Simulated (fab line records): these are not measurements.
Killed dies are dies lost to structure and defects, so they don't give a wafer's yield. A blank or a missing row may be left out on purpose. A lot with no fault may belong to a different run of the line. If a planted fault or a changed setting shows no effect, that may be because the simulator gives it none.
The tool behind it: which one? || flow sfq_line || 42 wafers from 14 lots sampled at 4 of the route's 325 steps

WHAT THE GAUGES SHOWED, per wafer
SFQ_JJ_OVL_MEAS_931. Usual: J5_OVL -1 nm, standard deviation 4.7.
{"lot": "L823", "measured": "day 51 08:52", "on": "overlay-01", "J5_OVL (nm)": "-3 4 -10", "flag": ""}
{"lot": "L825", "measured": "day 52 02:22", "on": "overlay-01", "J5_OVL (nm)": "-7 -2 -3", "flag": ""}
{"lot": "L827", "measured": "day 52 18:48", "on": "overlay-02", "J5_OVL (nm)": "-4 -8 -7", "flag": ""}
{"lot": "L829", "measured": "day 59 13:01", "on": "overlay-01", "J5_OVL (nm)": "2 2 1", "flag": ""}
{"lot": "L830", "measured": "day 59 16:38", "on": "overlay-01", "J5_OVL (nm)": "-5 6 8", "flag": ""}
{"lot": "L835", "measured": "day 65 14:34", "on": "overlay-01", "J5_OVL (nm)": "-3 -4 -2", "flag": ""}
{"lot": "L836", "measured": "day 66 10:16", "on": "overlay-01", "J5_OVL (nm)": "3 5 5", "flag": ""}
{"lot": "L837", "measured": "day 66 05:16", "on": "overlay-01", "J5_OVL (nm)": "-2 -2 -1", "flag": ""}
{"lot": "L839", "measured": "day 67 05:21", "on": "overlay-01", "J5_OVL (nm)": "0 -1 -1", "flag": ""}
{"lot": "L841", "measured": "day 68 17:25", "on": "overlay-01", "J5_OVL (nm)": "-1 5 -2", "flag": ""}
{"lot": "L842", "measured": "day 69 03:02", "on": "overlay-02", "J5_OVL (nm)": "5 7 5", "flag": ""}
{"lot": "L843", "measured": "day 69 16:50", "on": "overlay-02", "J5_OVL (nm)": "0 11 2", "flag": ""}
{"lot": "L844", "measured": "day 70 00:00", "on": "overlay-02", "J5_OVL (nm)": "0 5 -1", "flag": ""}
{"lot": "L845", "measured": "day 70 02:14", "on": "overlay-01", "J5_OVL (nm)": "-1 -3 3", "flag": ""}

TOOL THAT RAN EACH LOT (tool first, then ch and the chambers of the sampled wafers, then the start)
{"lot": "L823", "SFQ_TRILAYER_M3_BARC_OPEN_METAL_ETCH_100": "rie_metal-01 ch 0,1, day 43 20:41", "SFQ_TRILAYER_I3_CMP_CMP_082": "cmp-01 ch 0,1,3, day 43 23:49", "SFQ_TRILAYER_M4_ETCH_METAL_ETCH_096": "rie_metal-02 ch 0,1, day 44 10:54"}
{"lot": "L825", "SFQ_TRILAYER_M3_BARC_OPEN_METAL_ETCH_100": "rie_metal-04 ch 0,1, day 44 21:31", "SFQ_TRILAYER_I3_CMP_CMP_082": "cmp-02 ch 0,1,3, day 45 03:50", "SFQ_TRILAYER_M4_ETCH_METAL_ETCH_096": "rie_metal-04 ch 0,1, day 51 12:34"}
{"lot": "L827", "SFQ_TRILAYER_M3_BARC_OPEN_METAL_ETCH_100": "rie_metal-01 ch 0,1, day 45 15:36", "SFQ_TRILAYER_I3_CMP_CMP_082": "cmp-01 ch 1,2, day 45 22:38", "SFQ_TRILAYER_M4_ETCH_METAL_ETCH_096": "rie_metal-02 ch 0,1, day 52 04:59"}
{"lot": "L829", "SFQ_TRILAYER_M3_BARC_OPEN_METAL_ETCH_100": "rie_metal-02 ch 0,1, day 46 15:25", "SFQ_TRILAYER_I3_CMP_CMP_082": "cmp-01 ch 2,3, day 46 20:38", "SFQ_TRILAYER_M4_ETCH_METAL_ETCH_096": "rie_metal-03 ch 0,1, day 58 13:39"}
{"lot": "L830", "SFQ_TRILAYER_M3_BARC_OPEN_METAL_ETCH_100": "rie_metal-04 ch 1, day 46 21:30", "SFQ_TRILAYER_I3_CMP_CMP_082": "cmp-01 ch 1,2,3, day 47 01:08", "SFQ_TRILAYER_M4_ETCH_METAL_ETCH_096": "rie_metal-04 ch 0,1, day 58 16:05"}
{"lot": "L835", "SFQ_TRILAYER_M3_BARC_OPEN_METAL_ETCH_100": "rie_metal-04 ch 0,1, day 48 08:08", "SFQ_TRILAYER_I3_CMP_CMP_082": "cmp-02 ch 0,1,2, day 48 14:04", "SFQ_TRILAYER_M4_ETCH_METAL_ETCH_096": "rie_metal-03 ch 1, day 60 00:40"}
{"lot": "L836", "SFQ_TRILAYER_M3_BARC_OPEN_METAL_ETCH_100": "rie_metal-04 ch 1, day 54 04:37", "SFQ_TRILAYER_I3_CMP_CMP_082": "cmp-01 ch 0,1,3, day 54 15:11", "SFQ_TRILAYER_M4_ETCH_METAL_ETCH_096": "rie_metal-04 ch 0,1, day 60 12:08"}
{"lot": "L837", "SFQ_TRILAYER_M3_BARC_OPEN_METAL_ETCH_100": "rie_metal-01 ch 0,1, day 54 06:58", "SFQ_TRILAYER_I3_CMP_CMP_082": "cmp-01 ch 0,2,3, day 54 09:00", "SFQ_TRILAYER_M4_ETCH_METAL_ETCH_096": "rie_metal-03 ch 1, day 60 07:50"}
{"lot": "L839", "SFQ_TRILAYER_M3_BARC_OPEN_METAL_ETCH_100": "rie_metal-02 ch 0,1, day 55 16:49", "SFQ_TRILAYER_I3_CMP_CMP_082": "cmp-02 ch 1,2,3, day 55 17:53", "SFQ_TRILAYER_M4_ETCH_METAL_ETCH_096": "rie_metal-02 ch 0,1, day 61 15:25"}
{"lot": "L841", "SFQ_TRILAYER_M3_BARC_OPEN_METAL_ETCH_100": "rie_metal-02 ch 0,1, day 56 18:01", "SFQ_TRILAYER_I3_CMP_CMP_082": "cmp-01 ch 2,3, day 56 19:03", "SFQ_TRILAYER_M4_ETCH_METAL_ETCH_096": "rie_metal-03 ch 0,1, day 62 19:08"}
{"lot": "L842", "SFQ_TRILAYER_M3_BARC_OPEN_METAL_ETCH_100": "rie_metal-02 ch 0,1, day 57 02:34", "SFQ_TRILAYER_I3_CMP_CMP_082": "cmp-02 ch 2,3, day 57 04:05", "SFQ_TRILAYER_M4_ETCH_METAL_ETCH_096": "rie_metal-03 ch 0,1, day 63 02:07"}
{"lot": "L843", "SFQ_TRILAYER_M3_BARC_OPEN_METAL_ETCH_100": "rie_metal-02 ch 1, day 57 09:46", "SFQ_TRILAYER_I3_CMP_CMP_082": "cmp-02 ch 1,2, day 57 11:35", "SFQ_TRILAYER_M4_ETCH_METAL_ETCH_096": "rie_metal-03 ch 0, day 63 09:16"}
{"lot": "L844", "SFQ_TRILAYER_M3_BARC_OPEN_METAL_ETCH_100": "rie_metal-04 ch 0,1, day 57 18:17", "SFQ_TRILAYER_I3_CMP_CMP_082": "cmp-01 ch 1,2,3, day 57 20:29", "SFQ_TRILAYER_M4_ETCH_METAL_ETCH_096": "rie_metal-03 ch 0,1, day 63 14:07"}
{"lot": "L845", "SFQ_TRILAYER_M3_BARC_OPEN_METAL_ETCH_100": "rie_metal-01 ch 0,1, day 58 02:40", "SFQ_TRILAYER_I3_CMP_CMP_082": "cmp-02 ch 0,1,3, day 58 05:29", "SFQ_TRILAYER_M4_ETCH_METAL_ETCH_096": "rie_metal-03 ch 0,1, day 63 21:16"}
- SFQ_TRILAYER_M3_BARC_OPEN_METAL_ETCH_100: etches BARC in O2, target depth 125 nm, time 41.7 s.
- SFQ_TRILAYER_I3_CMP_CMP_082: polishes SiO2.
- SFQ_TRILAYER_M4_ETCH_METAL_ETCH_096: etches Nb in Cl2/Ar, stops on SiO2, target depth 240 nm, time 120 s.

WHAT THE TOOLS THEMSELVES READ (means of the sampled wafers that have a number; where no wafer has one, the mark that the record gives instead)
SFQ_TRILAYER_M3_BARC_OPEN_METAL_ETCH_100. Usual: drypump_motor_current_A 5.9 A, standard deviation 0.33; oes_product_au 0.685 a.u., standard deviation 0.0047; rf_fwd_power_W 592.0 W, standard deviation 2.8.
{"lot": "L823", "tool": "rie_metal-01", "drypump_motor_current_A (A)": 5.7, "oes_product_au (a.u.)": 0.683, "rf_fwd_power_W (W)": 588.3, "flag": ""}
{"lot": "L825", "tool": "rie_metal-04", "drypump_motor_current_A (A)": 5.9, "oes_product_au (a.u.)": 0.685, "rf_fwd_power_W (W)": 594.8, "flag": ""}
{"lot": "L827", "tool": "rie_metal-01", "drypump_motor_current_A (A)": 5.7, "oes_product_au (a.u.)": 0.687, "rf_fwd_power_W (W)": 591.3, "flag": ""}
{"lot": "L829", "tool": "rie_metal-02", "drypump_motor_current_A (A)": 5.7, "oes_product_au (a.u.)": 0.683, "rf_fwd_power_W (W)": 590.8, "flag": ""}
{"lot": "L830", "tool": "rie_metal-04", "drypump_motor_current_A (A)": 6.3, "oes_product_au (a.u.)": 0.683, "rf_fwd_power_W (W)": 594.3, "flag": ""}
{"lot": "L835", "tool": "rie_metal-04", "drypump_motor_current_A (A)": 5.9, "oes_product_au (a.u.)": 0.685, "rf_fwd_power_W (W)": 592.5, "flag": ""}
{"lot": "L836", "tool": "rie_metal-04", "drypump_motor_current_A (A)": 6.4, "oes_product_au (a.u.)": 0.686, "rf_fwd_power_W (W)": 591.0, "flag": ""}
{"lot": "L837", "tool": "rie_metal-01", "drypump_motor_current_A (A)": 5.7, "oes_product_au (a.u.)": 0.692, "rf_fwd_power_W (W)": 590.1, "flag": ""}
{"lot": "L839", "tool": "rie_metal-02", "drypump_motor_current_A (A)": 5.8, "oes_product_au (a.u.)": 0.688, "rf_fwd_power_W (W)": 589.9, "flag": ""}
{"lot": "L841", "tool": "rie_metal-02", "drypump_motor_current_A (A)": 5.8, "oes_product_au (a.u.)": 0.686, "rf_fwd_power_W (W)": 591.0, "flag": ""}
{"lot": "L842", "tool": "rie_metal-02", "drypump_motor_current_A (A)": 5.8, "oes_product_au (a.u.)": 0.685, "rf_fwd_power_W (W)": 592.0, "flag": ""}
{"lot": "L843", "tool": "rie_metal-02", "drypump_motor_current_A (A)": 6.0, "oes_product_au (a.u.)": 0.679, "rf_fwd_power_W (W)": 590.1, "flag": ""}
{"lot": "L844", "tool": "rie_metal-04", "drypump_motor_current_A (A)": 5.9, "oes_product_au (a.u.)": 0.683, "rf_fwd_power_W (W)": 593.5, "flag": ""}
{"lot": "L845", "tool": "rie_metal-01", "drypump_motor_current_A (A)": 5.8, "oes_product_au (a.u.)": 0.689, "rf_fwd_power_W (W)": 591.1, "flag": ""}

SFQ_TRILAYER_I3_CMP_CMP_082. Usual: edge_zone_pressure_frac 0.999, standard deviation 0.0053; motor_current_A 10.3 A, standard deviation 0.97; slurry_filter_dp_kPa 13.49 kPa, standard deviation 0.14; time_to_endpoint_s 218 s, standard deviation 7.1.
{"lot": "L823", "tool": "cmp-01", "edge_zone_pressure_frac": 1.001, "motor_current_A (A)": 10.0, "slurry_filter_dp_kPa (kPa)": 13.46, "time_to_endpoint_s (s)": 222, "flag": ""}
{"lot": "L825", "tool": "cmp-02", "edge_zone_pressure_frac": 0.996, "motor_current_A (A)": 10.2, "slurry_filter_dp_kPa (kPa)": 13.54, "time_to_endpoint_s (s)": 210, "flag": ""}
{"lot": "L827", "tool": "cmp-01", "edge_zone_pressure_frac": 1.004, "motor_current_A (A)": 10.4, "slurry_filter_dp_kPa (kPa)": 13.57, "time_to_endpoint_s (s)": 220, "flag": ""}
{"lot": "L829", "tool": "cmp-01", "edge_zone_pressure_frac": 1.001, "motor_current_A (A)": 10.4, "slurry_filter_dp_kPa (kPa)": 13.46, "time_to_endpoint_s (s)": 214, "flag": ""}
{"lot": "L830", "tool": "cmp-01", "edge_zone_pressure_frac": 1.004, "motor_current_A (A)": 10.2, "slurry_filter_dp_kPa (kPa)": 13.50, "time_to_endpoint_s (s)": 226, "flag": ""}
{"lot": "L835", "tool": "cmp-02", "edge_zone_pressure_frac": 0.995, "motor_current_A (A)": 10.6, "slurry_filter_dp_kPa (kPa)": 13.47, "time_to_endpoint_s (s)": 224, "flag": ""}
{"lot": "L836", "tool": "cmp-01", "edge_zone_pressure_frac": 1.001, "motor_current_A (A)": 9.5, "slurry_filter_dp_kPa (kPa)": 13.44, "time_to_endpoint_s (s)": 230, "flag": ""}
{"lot": "L837", "tool": "cmp-01", "edge_zone_pressure_frac": 1.003, "motor_current_A (A)": 10.4, "slurry_filter_dp_kPa (kPa)": 13.47, "time_to_endpoint_s (s)": 225, "flag": ""}
{"lot": "L839", "tool": "cmp-02", "edge_zone_pressure_frac": 1.000, "motor_current_A (A)": 11.2, "slurry_filter_dp_kPa (kPa)": 13.51, "time_to_endpoint_s (s)": 206, "flag": ""}
{"lot": "L841", "tool": "cmp-01", "edge_zone_pressure_frac": 1.007, "motor_current_A (A)": 10.4, "slurry_filter_dp_kPa (kPa)": 13.62, "time_to_endpoint_s (s)": 227, "flag": ""}
{"lot": "L842", "tool": "cmp-02", "edge_zone_pressure_frac": 0.996, "motor_current_A (A)": 10.0, "slurry_filter_dp_kPa (kPa)": 13.44, "time_to_endpoint_s (s)": 219, "flag": ""}
{"lot": "L843", "tool": "cmp-02", "edge_zone_pressure_frac": 0.997, "motor_current_A (A)": 11.6, "slurry_filter_dp_kPa (kPa)": 13.42, "time_to_endpoint_s (s)": 218, "flag": ""}
{"lot": "L844", "tool": "cmp-01", "edge_zone_pressure_frac": 1.000, "motor_current_A (A)": 10.3, "slurry_filter_dp_kPa (kPa)": 13.44, "time_to_endpoint_s (s)": 216, "flag": ""}
{"lot": "L845", "tool": "cmp-02", "edge_zone_pressure_frac": 1.002, "motor_current_A (A)": 10.2, "slurry_filter_dp_kPa (kPa)": 13.61, "time_to_endpoint_s (s)": 220, "flag": ""}

SFQ_TRILAYER_M4_ETCH_METAL_ETCH_096. Usual: drypump_motor_current_A 6.0 A, standard deviation 0.31; oes_product_au 0.894 a.u., standard deviation 0.0067; rf_fwd_power_W 597.4 W, standard deviation 1.8.
{"lot": "L823", "tool": "rie_metal-02", "drypump_motor_current_A (A)": 5.7, "oes_product_au (a.u.)": 0.891, "rf_fwd_power_W (W)": 596.8, "flag": ""}
{"lot": "L825", "tool": "rie_metal-04", "drypump_motor_current_A (A)": 6.2, "oes_product_au (a.u.)": 0.895, "rf_fwd_power_W (W)": 597.4, "flag": ""}
{"lot": "L827", "tool": "rie_metal-02", "drypump_motor_current_A (A)": 5.8, "oes_product_au (a.u.)": 0.893, "rf_fwd_power_W (W)": 596.4, "flag": ""}
{"lot": "L829", "tool": "rie_metal-03", "drypump_motor_current_A (A)": 6.2, "oes_product_au (a.u.)": 0.891, "rf_fwd_power_W (W)": 599.0, "flag": ""}
{"lot": "L830", "tool": "rie_metal-04", "drypump_motor_current_A (A)": 5.9, "oes_product_au (a.u.)": 0.890, "rf_fwd_power_W (W)": 598.8, "flag": ""}
{"lot": "L835", "tool": "rie_metal-03", "drypump_motor_current_A (A)": 5.8, "oes_product_au (a.u.)": 0.900, "rf_fwd_power_W (W)": 693.4, "flag": "OFF"}
{"lot": "L836", "tool": "rie_metal-04", "drypump_motor_current_A (A)": 6.2, "oes_product_au (a.u.)": 0.893, "rf_fwd_power_W (W)": 599.5, "flag": ""}
{"lot": "L837", "tool": "rie_metal-03", "drypump_motor_current_A (A)": 5.8, "oes_product_au (a.u.)": 0.890, "rf_fwd_power_W (W)": 693.0, "flag": "OFF"}
{"lot": "L839", "tool": "rie_metal-02", "drypump_motor_current_A (A)": 5.7, "oes_product_au (a.u.)": 0.889, "rf_fwd_power_W (W)": 596.2, "flag": ""}
{"lot": "L841", "tool": "rie_metal-03", "drypump_motor_current_A (A)": 6.0, "oes_product_au (a.u.)": 0.896, "rf_fwd_power_W (W)": 596.5, "flag": ""}
{"lot": "L842", "tool": "rie_metal-03", "drypump_motor_current_A (A)": 6.1, "oes_product_au (a.u.)": 0.896, "rf_fwd_power_W (W)": 596.8, "flag": ""}
{"lot": "L843", "tool": "rie_metal-03", "drypump_motor_current_A (A)": 6.3, "oes_product_au (a.u.)": 0.898, "rf_fwd_power_W (W)": 599.7, "flag": ""}
{"lot": "L844", "tool": "rie_metal-03", "drypump_motor_current_A (A)": 6.1, "oes_product_au (a.u.)": 0.888, "rf_fwd_power_W (W)": 597.7, "flag": ""}
{"lot": "L845", "tool": "rie_metal-03", "drypump_motor_current_A (A)": 6.1, "oes_product_au (a.u.)": 0.886, "rf_fwd_power_W (W)": 597.5, "flag": ""}

THE ANSWER, worked out from the rows above alone
Rule: a lot is off if the mean of its wafers that have a number lies more than 3 standard deviations from the usual mean. A lot without any number at a reading at which 4 lots or more have one is off too. Where the step has rows for the other lots, those lots are counted as sound. First the gauges in route order, then the tools' own readings, where a lot's mean is used as printed above. At the first step where some lot is off, the reading lying furthest off is the one used; lots without a number count as furthest.
Off at SFQ_TRILAYER_M4_ETCH_METAL_ETCH_096 (rf_fwd_power_W): L835, L837.
A tool fits if, at that step or a process step before it, it ran every lot that is off, and no sound lot after the first of them. Not one of the candidates tried fits.

WHAT THE SIMULATOR PUT IN
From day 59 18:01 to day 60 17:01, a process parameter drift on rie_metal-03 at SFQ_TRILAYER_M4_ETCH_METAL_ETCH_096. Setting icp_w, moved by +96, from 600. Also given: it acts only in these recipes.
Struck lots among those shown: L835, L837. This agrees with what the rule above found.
